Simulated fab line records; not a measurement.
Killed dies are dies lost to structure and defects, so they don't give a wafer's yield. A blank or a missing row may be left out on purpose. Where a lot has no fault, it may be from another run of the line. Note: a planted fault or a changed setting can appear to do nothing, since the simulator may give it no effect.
Which of the tools did it?    flow sky130    36 wafers from 13 lots sampled at 4 of the route's 708 steps

## WHAT THE GAUGES SHOWED, per wafer
SKY_VT_ADJUST_NCORE_CD_MEAS_07 targets a cd of 380 nm.
lot   measured      on         cd_nm (nm)
L926  day 9 09:18   cd_sem-02  378.4 380.0 379.0
L925  day 9 10:24   cd_sem-01  382.2 382.7 380.1
L928  day 9 22:40   cd_sem-01  378.5 379.1 380.0
L929  day 10 05:10  cd_sem-01  380.6 379.1 380.1
L930  day 10 13:24  cd_sem-02  383.1 383.3 382.0
L931  day 10 20:50  cd_sem-01  382.3 380.4 381.6
L934  day 11 17:20  cd_sem-02  378.6 375.8 378.0
L935  day 12 01:18  cd_sem-02  378.6 379.7 376.3
L936  day 12 07:25  cd_sem-01  378.8 382.2 381.1
L937  day 12 18:23  cd_sem-02  379.0 381.1 380.1
L940  day 13 18:34  cd_sem-02  379.3 382.0
L941  day 14 01:18  cd_sem-01  380.4 379.5
L944  day 14 14:14  cd_sem-01  383.2 380.8

SKY_VT_ADJUST_NCORE_OVL_MEAS_08.
lot   measured      on          VT_ADJUST_NCORE_OVL (nm)
L926  day 9 09:25   overlay-01  1.1 0.8 2.3
L925  day 9 10:31   overlay-01  -2.4 -1.2 -0.7
L928  day 9 22:47   overlay-01  -2.7 -1.4 -2.0
L929  day 10 05:16  overlay-01  -1.7 -1.7 -1.0
L930  day 10 13:31  overlay-02  1.1 -1.1 0.4
L931  day 10 20:58  overlay-02  1.3 1.3 1.9
L934  day 11 17:26  overlay-01  -1.5 -2.6 -2.4
L935  day 12 01:25  overlay-02  1.2 1.9 2.3
L936  day 12 07:32  overlay-02  1.0 1.1 -0.7
L937  day 12 18:29  overlay-02  1.1 1.6 -1.1
L940  day 13 18:40  overlay-01  -2.7 -2.0
L941  day 14 01:25  overlay-02  1.3 0.5
L944  day 14 14:22  overlay-01  -3.1 -1.2

SKY_SONOS_ONO_CD_MEAS_13 targets a cd of 410 nm.
lot   measured      on         cd_nm (nm)
L926  day 13 12:02  cd_sem-02  406.7 405.2 406.7
L925  day 13 13:27  cd_sem-02  410.6 409.6 409.7
L928  day 17 22:03  cd_sem-02  409.0 408.9 409.1
L929  day 17 21:35  cd_sem-01  409.9 409.5 410.3
L930  day 17 23:00  cd_sem-02  407.5 407.8 408.8
L931  day 17 23:08  cd_sem-01  410.1 408.5 409.7
L934  day 17 23:24  cd_sem-02  409.7 407.4 408.4
L935  day 18 06:39  cd_sem-01  408.8 409.8 410.4
L936  day 18 06:49  cd_sem-02  412.9 412.2 413.0
L937  day 18 06:56  cd_sem-01  410.9 412.9 411.3
L940  day 18 13:52  cd_sem-02  383.6 383.9 383.7 384.1
L941  day 18 20:20  cd_sem-02  407.6 382.5 407.5 382.4
L944  day 19 06:12  cd_sem-01  408.9 383.6 409.0 383.8

## WHICH TOOL RAN EACH LOT (tool, then ch and the chambers of the sampled wafers, then the start)
lot   SKY_SONOS_ONO_EXPOSE_10
L926  iline_stepper-01 ch 0, day 13 00:17
L925  iline_stepper-02 ch 0, day 13 01:44
L928  iline_stepper-02 ch 0, day 17 06:55
L929  iline_stepper-01 ch 0, day 17 06:28
L930  iline_stepper-02 ch 0, day 17 07:25
L931  iline_stepper-01 ch 0, day 17 07:40
L934  iline_stepper-02 ch 0, day 17 07:56
L935  iline_stepper-02 ch 0, day 17 15:19
L936  iline_stepper-02 ch 0, day 17 15:26
L937  iline_stepper-01 ch 0, day 17 15:46
L940  iline_stepper-02 ch 0, day 17 23:37
L941  iline_stepper-02 ch 0, day 18 05:16
L944  iline_stepper-02 ch 0, day 18 16:02
- SKY_SONOS_ONO_EXPOSE_10: exposes mask ONOM, target cd 410 nm.

## AS READ BY THE TOOLS THEMSELVES (means over the sampled wafers that have a number; for cases with no such wafer, the mark the record gives instead)
SKY_SONOS_ONO_EXPOSE_10.
lot   tool              reticle_temp_C (C)
L926  iline_stepper-01  22.86
L925  iline_stepper-02  23.06
L928  iline_stepper-02  22.97
L929  iline_stepper-01  23.02
L930  iline_stepper-02  23.13
L931  iline_stepper-01  22.95
L934  iline_stepper-02  23.10
L935  iline_stepper-02  22.97
L936  iline_stepper-02  23.15
L937  iline_stepper-01  22.97
L940  iline_stepper-02  23.07
L941  iline_stepper-02  22.94
L944  iline_stepper-02  23.02

## THE ANSWER, worked out from the rows above alone
Rule: usual is defined by the lots themselves. The widest of any qualifying gaps counts: lots, ordered by their means at a reading, are off when they make up no more than a third of the lots, leave a main group of 4 or more, and stand apart from it by 3 or more times the standard deviation of that group's means. If all means in a main group match to the digits the tables above print for the reading, that group is not used. A lot without any number at a reading at which 4 lots or more have one is off too. The other lots that the step has rows for count as sound. First the gauges in route order, then the tools' own readings, where a lot's mean is used as printed above. At the first step where some lot is off, the reading lying furthest off is the one used; lots without a number count as furthest.
Off, at SKY_SONOS_ONO_CD_MEAS_13 on cd_nm: L940, L941, L944. The main group has a mean of 409.5 nm with a standard deviation of 1.7.
A tool fits if, at a process step before that reading, it ran every lot that is off, and no sound lot after the first of them. The gauges at SKY_SONOS_ONO_CD_MEAS_13 are tried like those tools. One candidate fits, namely iline_stepper-02 at SKY_SONOS_ONO_EXPOSE_10. Its last sound lot is L936 (day 17 15:26), its first lot that is off L940 (day 17 23:37): a fault that began between those two fits.

## WHAT THE SIMULATOR PUT IN
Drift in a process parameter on iline_stepper-02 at SKY_SONOS_ONO_EXPOSE_10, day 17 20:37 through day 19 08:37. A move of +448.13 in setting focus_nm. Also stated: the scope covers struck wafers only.
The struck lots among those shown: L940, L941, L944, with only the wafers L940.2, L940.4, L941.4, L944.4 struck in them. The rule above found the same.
